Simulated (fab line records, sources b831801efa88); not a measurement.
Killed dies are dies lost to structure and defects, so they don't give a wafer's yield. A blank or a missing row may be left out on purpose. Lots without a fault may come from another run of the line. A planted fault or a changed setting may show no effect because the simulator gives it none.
A struck lot beside a sound one | flow sky130 | 33 steps out of a route of 708
Sound: wafers L545.4, L545.5, L545.6. Struck: wafers L537.1, L537.3, L537.4. The cause comes at the end.
At each step with rows: each side's tool, then ch and its chambers, then its first start. Under that, the readings that differ: sound wafers | struck wafers | difference of the means | sigmas: that difference in standard deviations of wafers without a fault.
alike: readings whose means differ by less than 2 such deviations, and words and numbers that are the same on both sides. not compared: withheld readings, readings that some wafer has no value for, bounds like >300 that may hide the same value, and numbers for which the record gives no deviation and whose values overlap.
The two part at a step that has a row with sigmas, a row that says differs or no value, or rows on one side only. Numbers that don't overlap but have no deviation are shown without sigmas and don't part them. A reading that every wafer of one side lacks parts them only if that side has two wafers or more.

first, 5 steps without rows for these wafers: SKY_POLY_CUT_COAT_03 (resist thk 450 nm); SKY_POLY_CUT_SOFTBAKE_04 (time 90 s); SKY_POLY_CUT_EXPOSE_05 (exposes mask NPCM, target cd 270 nm); SKY_POLY_CUT_PEB_06; SKY_POLY_CUT_DEVELOP_07 (develop time 60 s).
SKY_POLY_CUT_CD_MEAS_08: target cd 270 nm.
  sound on cd_sem-01, day 29 16:29; struck on cd_sem-02, day 26 12:45
  reading    | sound             | struck            | difference | sigmas
  cd_nm (nm) | 271.2 270.9 270.1 | 273.3 273.2 274.0 | +2.8       | +2
SKY_POLY_CUT_OVL_MEAS_09:
  sound on overlay-01, day 29 16:34; struck on overlay-02, day 26 12:52
  reading           | sound  | struck  | difference | sigmas
  POLY_CUT_OVL (nm) | 11 7 4 | 0 -7 -7 | -12        | -2
SKY_POLY_CUT_ETCH_10: etches BARC in N2/H2, stops on SiO2, time 45.9 s, target depth 60 nm.
  sound on rie_diel-02 ch 0,1,3, day 29 16:36; struck on rie_diel-03 ch 0,2,3, day 26 12:54
  reading                | sound | struck | difference                   | sigmas
  rf_hours_counter_h (h) | - - - | 3 10 7 | no value on the sound wafers |
  alike: drypump_motor_current_A, oes_product_au, throttle_valve_pct
SKY_POLY_CUT_ETCH_11: etches Si3N4 in CF4/CH2F2/Ar, stops on poly-Si, time 42.5 s, target depth 60 nm.
  sound on rie_diel-02 ch 0,1,3, day 29 16:39; struck on rie_diel-03 ch 0,2,3, day 26 12:56
  reading                | sound | struck | difference                   | sigmas
  rf_hours_counter_h (h) | - - - | 3 10 7 | no value on the sound wafers |
  alike: drypump_motor_current_A, oes_product_au, throttle_valve_pct
SKY_POLY_CUT_STRIP_12: strips in O2/N2.
  sound on plasma_asher-02 ch 0,1, day 29 16:42; struck on plasma_asher-02 ch 0,1, day 26 12:59
  alike: drypump_motor_current_A, o2_flow_sccm, oes_product_au, strip_time_to_endpoint_s
  not compared: rf_hours_counter_h
then, 2 steps without rows for these wafers: SKY_SD_P_DEHYDRATE_00 (time 60 s); SKY_SD_P_HMDS_01 (prime time 60 s).
SKY_SD_P_COAT_02: resist thk 1140 nm.
  sound on litho_track-02 ch 0, day 30 06:16; struck on litho_track-04, day 27 03:47
  no value came back on the struck wafers for chill_plate_temp_C (C), dispense_pressure_kPa (kPa); on the sound wafers chill_plate_temp_C (C) reads 23.12 23.09 22.93
then, 4 steps without rows for these wafers: SKY_SD_P_SOFTBAKE_03 (time 60 s); SKY_SD_P_EXPOSE_04 (exposes mask PSDM, target cd 380 nm); SKY_SD_P_PEB_05; SKY_SD_P_DEVELOP_06 (develop time 60 s).
SKY_SD_P_CD_MEAS_07: target cd 380 nm.
  sound on cd_sem-02, day 30 20:28; struck on cd_sem-02, day 27 17:05
  reading    | sound             | struck | difference                    | sigmas
  cd_nm (nm) | 376.4 376.6 376.7 | - - -  | no value on the struck wafers |
SKY_SD_P_OVL_MEAS_08:
  sound on overlay-02, day 30 20:32; struck on overlay-02, day 27 17:12
  reading       | sound         | struck | difference                    | sigmas
  SD_P_OVL (nm) | -1.3 0.2 -0.5 | - - -  | no value on the struck wafers |
then, 1 step without rows for these wafers: SKY_SD_P_IMPLANT_09.
SKY_SD_P_STRIP_10: strips in O2/N2.
  sound on plasma_asher-01 ch 0,1, day 30 20:44; struck on plasma_asher-01 ch 0,1, day 27 17:23
  no value came back on the struck wafers for oes_product_au (a.u.), strip_time_to_endpoint_s (s); on the sound wafers oes_product_au (a.u.) reads 0.615 0.626 0.615
  alike: drypump_motor_current_A, o2_flow_sccm
  not compared: rf_hours_counter_h
SKY_SD_P_TW_MEAS_11:
  sound on film_metro-02, day 30 20:50; struck on film_metro-02, day 27 17:29
  alike: SD_P_TW
then, 8 steps without rows for these wafers: SKY_RES_XHIGH_DEHYDRATE_00 (time 60 s); SKY_RES_XHIGH_HMDS_01 (prime time 60 s); SKY_RES_XHIGH_COAT_02 (resist thk 1140 nm); SKY_RES_XHIGH_SOFTBAKE_03 (time 60 s); SKY_RES_XHIGH_EXPOSE_04 (exposes mask URPM, target cd 1270 nm); SKY_RES_XHIGH_PEB_05; SKY_RES_XHIGH_DEVELOP_06 (develop time 60 s); SKY_RES_XHIGH_IMPLANT_07.
SKY_RES_XHIGH_STRIP_08: strips in O2/N2.
  sound on plasma_asher-01 ch 0,1, day 31 23:56; struck on plasma_asher-02 ch 0,1, day 28 22:33
  reading                      | sound             | struck            | difference | sigmas
  strip_time_to_endpoint_s (s) | 14.34 14.36 14.32 | 14.22 14.23 14.24 | -0.11      | -3
  alike: drypump_motor_current_A, o2_flow_sccm, oes_product_au
  not compared: rf_hours_counter_h
SKY_RES_XHIGH_TW_MEAS_09:
  sound on film_metro-04, day 32 00:02; struck on film_metro-04, day 28 22:52
  reading      | sound          | struck         | difference | sigmas
  RES_XHIGH_TW | 1629 1638 1640 | 2888 2901 2884 | +1255      | +99 or more
  not compared: hold
SKY_PAD_OPEN_PROBE_99:
  the record has rows for the sound wafers here (prober-02, day 49 16:31) and none for the struck ones

WHERE THEY PART
First at SKY_POLY_CUT_CD_MEAS_08; last, within this record, at SKY_PAD_OPEN_PROBE_99.

WHY: what the simulator had put in
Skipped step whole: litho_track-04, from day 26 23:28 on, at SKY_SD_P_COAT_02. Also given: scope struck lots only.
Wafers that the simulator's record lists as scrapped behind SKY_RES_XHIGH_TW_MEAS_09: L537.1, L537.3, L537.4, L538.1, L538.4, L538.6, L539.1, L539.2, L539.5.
